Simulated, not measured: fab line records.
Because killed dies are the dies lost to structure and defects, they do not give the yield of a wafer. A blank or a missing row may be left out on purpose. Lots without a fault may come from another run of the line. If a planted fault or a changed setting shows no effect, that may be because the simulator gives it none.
What tool caused it? + flow sky130 + 36 wafers from 12 lots sampled at 3 of the route's 708 steps

## WHAT THE GAUGES SHOWED, per wafer
SKY_SONOS_TUNNEL_OVL_MEAS_08. Usual: SONOS_TUNNEL_OVL gives 0.5 nm (standard deviation 1.5).
| lot  | measured     | on         | SONOS_TUNNEL_OVL (nm) | flag |
|------|--------------|------------|-----------------------|------|
| L313 | day 11 18:26 | overlay-02 | 1.4 1.0 1.1           |      |
| L314 | day 12 02:17 | overlay-02 | 1.7 1.6 2.2           |      |
| L316 | day 12 15:17 | overlay-01 | -0.9 -0.8 -2.2        |      |
| L317 | day 13 00:20 | overlay-02 | -0.4 -0.3 -0.6        |      |
| L318 | day 13 12:42 | overlay-02 | 1.1 1.2 1.0           |      |
| L327 | day 16 04:46 | overlay-02 | -1.4 0.2 0.2          |      |
| L329 | day 17 04:35 | overlay-02 | 0.6 -0.6 -1.1         |      |
| L330 | day 17 14:22 | overlay-02 | 2.5 1.9 4.1           |      |
| L331 | day 17 17:44 | overlay-02 | -1.5 -2.7 -1.7        |      |
| L333 | day 18 13:41 | overlay-02 | -0.5 -1.7 -0.3        |      |
| L334 | day 18 21:55 | overlay-01 | 1.9 0.8 1.6           |      |
| L335 | day 19 03:56 | overlay-02 | -0.6 -0.1 -1.0        |      |

SKY_POLY_GATE_OVL_MEAS_14. Usual: POLY_GATE_OVL gives -4 nm (standard deviation 5.4).
| lot  | measured     | on         | POLY_GATE_OVL (nm) | flag |
|------|--------------|------------|--------------------|------|
| L313 | day 16 16:17 | overlay-01 | 0 -5 -1            |      |
| L314 | day 17 06:29 | overlay-01 | -5 -1 -6           |      |
| L316 | day 17 18:05 | overlay-02 | 1 -2 -3            |      |
| L317 | day 18 10:22 | overlay-02 | -3 2 -1            |      |
| L318 | day 18 20:23 | overlay-01 | -7 -3 -8           |      |
| L327 | day 22 04:50 | overlay-01 | -4 -15 -9          |      |
| L329 | day 22 20:11 | overlay-01 | -12 -11 -10        |      |
| L330 | day 23 06:40 | overlay-02 | -2 -2 2            |      |
| L331 | day 23 10:24 | overlay-01 | -1 -7 -8           |      |
| L333 | day 24 06:32 | overlay-02 | -4 -7 -4           |      |
| L334 | day 24 17:50 | overlay-02 | -10 -12 -6         |      |
| L335 | day 24 22:28 | overlay-02 | -10 3 3            |      |

## WHICH TOOL RAN EACH LOT (tool, then ch and the chambers of the sampled wafers, then the start)
| lot  | SKY_VT_ADJUST_LVTN_STRIP_09          |
|------|--------------------------------------|
| L313 | plasma_asher-01 ch 0,1, day 7 05:35  |
| L314 | plasma_asher-02 ch 0,1, day 7 12:00  |
| L316 | plasma_asher-01 ch 0,1, day 7 23:30  |
| L317 | plasma_asher-01 ch 0,1, day 8 05:38  |
| L318 | plasma_asher-03 ch 0,1, day 8 15:53  |
| L327 | plasma_asher-02 ch 0,1, day 10 21:06 |
| L329 | plasma_asher-03 ch 0,1, day 11 16:00 |
| L330 | plasma_asher-01 ch 0,1, day 11 23:02 |
| L331 | plasma_asher-02 ch 0,1, day 12 02:56 |
| L333 | plasma_asher-01 ch 1, day 12 18:45   |
| L334 | plasma_asher-02 ch 1, day 13 01:03   |
| L335 | plasma_asher-03 ch 0,1, day 13 07:05 |
- SKY_VT_ADJUST_LVTN_STRIP_09: strips in O2/N2.

## WHAT THE TOOLS THEMSELVES READ (means of the sampled wafers that have a number; where no wafer has one, the mark that the record gives instead)
SKY_VT_ADJUST_LVTN_STRIP_09. Usual: drypump_motor_current_A 5.7 A, standard deviation 0.43; oes_product_au 0.722 a.u., standard deviation 0.0044; strip_time_to_endpoint_s 36.93 s, standard deviation 0.089.
| lot  | tool            | drypump_motor_current_A (A) | oes_product_au (a.u.) | strip_time_to_endpoint_s (s) | flag |
|------|-----------------|-----------------------------|-----------------------|------------------------------|------|
| L313 | plasma_asher-01 | 6.0                         | 0.721                 | 36.91                        |      |
| L314 | plasma_asher-02 | 5.2                         | 0.723                 | 36.95                        |      |
| L316 | plasma_asher-01 | 5.7                         | 0.724                 | 36.88                        |      |
| L317 | plasma_asher-01 | 5.7                         | 0.720                 | 36.87                        |      |
| L318 | plasma_asher-03 | 5.7                         | 0.725                 | 36.87                        |      |
| L327 | plasma_asher-02 | 5.5                         | 0.723                 | 36.90                        |      |
| L329 | plasma_asher-03 | 5.8                         | 0.722                 | 37.03                        |      |
| L330 | plasma_asher-01 | 5.7                         | 0.720                 | 37.05                        |      |
| L331 | plasma_asher-02 | 5.2                         | 0.728                 | 37.03                        |      |
| L333 | plasma_asher-01 | 5.4                         | 0.720                 | 36.87                        |      |
| L334 | plasma_asher-02 | 4.9                         | 0.721                 | 36.81                        |      |
| L335 | plasma_asher-03 | 5.8                         | 0.719                 | 37.11                        |      |

## THE ANSWER, worked out from the rows above alone
Rule: lot off if the mean of its wafers having a number is beyond 3 standard deviations from the usual mean. Also off: a lot with no number at a reading for which 4 or more lots have one. Where the step has rows for the other lots, those lots are counted as sound. After the gauges, taken in route order, come the tools' own readings; for these a lot's mean is taken, as printed above. The first step at which some lot is off is used, and at that step the reading that is off furthest; a lot without a number counts as furthest.
No lot is off on any of the readings shown, so nothing can be concluded from this.

## WHAT THE SIMULATOR HAD PUT IN
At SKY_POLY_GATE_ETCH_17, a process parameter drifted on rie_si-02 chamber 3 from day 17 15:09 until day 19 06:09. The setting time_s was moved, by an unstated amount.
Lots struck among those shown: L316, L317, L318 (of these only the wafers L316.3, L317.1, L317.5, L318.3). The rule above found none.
